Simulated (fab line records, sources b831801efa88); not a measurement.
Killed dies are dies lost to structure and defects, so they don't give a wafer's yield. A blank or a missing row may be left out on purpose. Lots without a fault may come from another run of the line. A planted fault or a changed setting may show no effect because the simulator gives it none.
Which tool did it? | flow sky130 | 12 lots, 36 wafers sampled, at 3 steps of a route of 708

WHAT THE GAUGES READ, wafer by wafer
SKY_VIA3_RS_MEAS_22: measures by four-point-probe. Usual: VIA3_W_RS 0.2936 ohm/sq, standard deviation 0.0027.
lot  | measured     | on            | VIA3_W_RS (ohm/sq)   | flag
L273 | day 41 03:25 | film_metro-04 | 0.2923 0.2933 0.2927 |
L272 | day 41 03:41 | film_metro-03 | 0.2969 0.2967 0.2918 |
L275 | day 41 11:34 | film_metro-02 | 0.2961 0.2968 0.2925 |
L276 | day 42 00:10 | film_metro-04 | 0.2956 0.2947 0.3009 |
L278 | day 42 13:05 | film_metro-02 | 0.2965 0.2963 0.2950 |
L279 | day 42 18:14 | film_metro-02 | 0.2909 0.2907 0.2934 |
L283 | day 44 03:34 | film_metro-02 | 0.2954 0.2938 0.2966 |
L284 | day 44 14:16 | film_metro-02 | 0.2909 0.2902 0.2922 |
L285 | day 44 15:37 | film_metro-02 | 0.2893 0.2959 0.2946 |
L286 | day 44 16:16 | film_metro-02 | 0.2915 0.2930 0.2905 |
L287 | day 45 01:45 | film_metro-02 | 0.2946 0.2895 0.2910 |
L292 | day 47 01:51 | film_metro-04 | 0.2895 0.2925 0.2912 |

SKY_CAP2M_THK_MEAS_04: measures by xrf. Usual: CAP2M_TIN_THK 203.3 nm, standard deviation 2.6.
lot  | measured     | on            | CAP2M_TIN_THK (nm) | flag
L273 | day 41 04:21 | film_metro-04 | 203.0 202.8 202.8  |
L272 | day 41 04:39 | film_metro-04 | 203.5 201.7 202.2  |
L275 | day 41 12:31 | film_metro-04 | 203.4 204.6 204.3  |
L276 | day 42 01:07 | film_metro-04 | 198.1 197.8 199.6  |
L278 | day 42 14:07 | film_metro-02 | 205.7 204.2 205.2  |
L279 | day 42 19:11 | film_metro-02 | 205.4 206.1 207.1  |
L283 | day 44 04:46 | film_metro-02 | 206.7 209.5 208.2  |
L284 | day 44 15:13 | film_metro-04 | 203.3 200.7 200.0  |
L285 | day 44 16:33 | film_metro-01 | 202.2 202.8 202.9  |
L286 | day 44 17:12 | film_metro-02 | 207.8 205.6 208.1  |
L287 | day 45 02:41 | film_metro-01 | 200.8 200.1 199.8  |
L292 | day 47 02:48 | film_metro-01 | 202.3 203.1 203.9  |

WHICH TOOL RAN EACH LOT (tool, then ch and the chambers of the sampled wafers, then the start)
lot  | SKY_VIA3_SPUTTER_20
L273 | pvd_sputter-04, day 41 03:13
L272 | pvd_sputter-03, day 41 03:29
L275 | pvd_sputter-02, day 41 11:23
L276 | pvd_sputter-02, day 41 23:56
L278 | pvd_sputter-04, day 42 12:53
L279 | pvd_sputter-04, day 42 18:02
L283 | pvd_sputter-04, day 44 03:22
L284 | pvd_sputter-04, day 44 14:05
L285 | pvd_sputter-04, day 44 15:24
L286 | pvd_sputter-03, day 44 16:03
L287 | pvd_sputter-03, day 45 01:32
L292 | pvd_sputter-03, day 47 01:40
- SKY_VIA3_SPUTTER_20: material TiN, target thk 20 nm, time 80 s.

WHAT THE TOOLS THEMSELVES READ (means of the sampled wafers that have a number; where no wafer has one, the mark that the record gives instead)
SKY_VIA3_SPUTTER_20. Usual: throttle_valve_pct 29.5 %, standard deviation 0.8.
lot  | tool           | throttle_valve_pct (%) | flag
L273 | pvd_sputter-04 | 29.8                   |
L272 | pvd_sputter-03 | 29.4                   |
L275 | pvd_sputter-02 | 28.6                   |
L276 | pvd_sputter-02 | 29.0                   |
L278 | pvd_sputter-04 | 30.2                   |
L279 | pvd_sputter-04 | 30.1                   |
L283 | pvd_sputter-04 | 29.6                   |
L284 | pvd_sputter-04 | 30.0                   |
L285 | pvd_sputter-04 | 29.9                   |
L286 | pvd_sputter-03 | 29.5                   |
L287 | pvd_sputter-03 | 29.4                   |
L292 | pvd_sputter-03 | 29.4                   |

THE ANSWER, worked out from the rows above alone
Rule: a lot is off if the mean of its wafers that have a number lies more than 3 standard deviations from the usual mean. A lot without any number at a reading at which 4 lots or more have one is off too. The other lots that the step has rows for count as sound. The gauges are gone through in route order, then the tools' own readings, and for those a lot's mean is taken as printed above. The first step at which some lot is off is used, and at that step the reading that is off furthest; a lot without a number counts as furthest.
No lot is off at any reading shown: from this, nothing can be told.

WHAT THE SIMULATOR HAD PUT IN
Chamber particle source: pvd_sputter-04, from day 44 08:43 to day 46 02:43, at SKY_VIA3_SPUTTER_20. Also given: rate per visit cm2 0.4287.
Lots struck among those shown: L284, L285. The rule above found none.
